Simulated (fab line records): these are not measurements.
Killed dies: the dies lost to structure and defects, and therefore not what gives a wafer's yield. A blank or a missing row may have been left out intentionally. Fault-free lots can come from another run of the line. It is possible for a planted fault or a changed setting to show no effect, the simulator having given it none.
Matching of chambers    flow sky130    4 sister chambers for SKY_LI_CONTACT_CMP_02 on cmp-01
The step polishes PSG. 16 wafers are shown with their chamber, then 8 later ones without.

== WAFERS PAIRED WITH THEIR CHAMBERS ==
wafer   chamber  motorCurrentA (A)  timeToEndpointS (s)  edgeZonePressureFrac
L615.1  2        11.9               37.6                 1.001
L615.2  1        11.8               38.7                 0.995
L615.5  1        13.0               36.7                 0.996
L618.2  2        11.8               34.7                 0.991
L618.4  3        12.3               33.0                 0.996
L618.5  0        13.1               35.4                 0.999
L619.3  0        13.0               32.1                 1.012
L619.4  1        11.8               36.4                 0.999
L619.6  3        11.9               34.3                 1.004
L620.1  3        12.9               33.8                 0.999
L620.3  0        12.8               35.4                 0.999
L620.6  1        12.5               37.6                 0.991
L621.2  1        12.6               35.8                 1.010
L621.4  3        13.1               34.8                 1.004
L621.5  2        11.8               36.3                 0.999
L622.2  2        11.6               36.0                 1.001

SIGNATURES (averages over the wafers above)
reading               chamber 0  chamber 1  chamber 2  chamber 3  scatter within a chamber
motorCurrentA         12.967     12.340     11.775     12.550     0.42
timeToEndpointS       34.300     37.040     36.150     33.975     1.24
edgeZonePressureFrac  1.00333    0.99820    0.99800    1.00075    0.00602
Rule: a wafer lies at a distance from a chamber equal to the root of the sum of squares, over the readings, of (its reading less the chamber's mean, divided by the reading's scatter). The wafer belongs to the nearest chamber; if the next one is less than 2 further off, it can't be placed. The scatter: the root of (the sum of the squares of (reading less its chamber's mean) over the shown wafers, divided by (wafers less chambers)).

== WAFERS WITHOUT THEIR CHAMBER ==
wafer   motorCurrentA (A)  timeToEndpointS (s)  edgeZonePressureFrac
L622.5  11.3               37.8                 1.002
L622.6  12.9               36.3                 1.002
L624.2  12.6               28.0                 1.009
L624.4  12.7               30.1                 0.998
L624.5  11.6               27.4                 1.005
L623.1  13.0               32.1                 0.990
L623.2  11.5               35.5                 0.996
L623.4  12.8               30.3                 0.998

== WHICH CHAMBER EACH ONE RAN IN ==
wafer   from the rows above                in truth
L622.5  can't be placed: 2 or 1            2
L622.6  can't be placed: 1 or 0 or 3 or 2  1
L624.2  can't be placed: 3 or 0            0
L624.4  can't be placed: 3 or 0            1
L624.5  can't be placed: 3 or 0 or 2       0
L623.1  can't be placed: 3 or 0 or 1       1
L623.2  can't be placed: 2 or 1 or 3       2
L623.4  can't be placed: 3 or 0            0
Correctly placed: 0 of 8. These rows do not allow placing 8 (true chamber among the candidates in 7). Wrongly placed: 0.
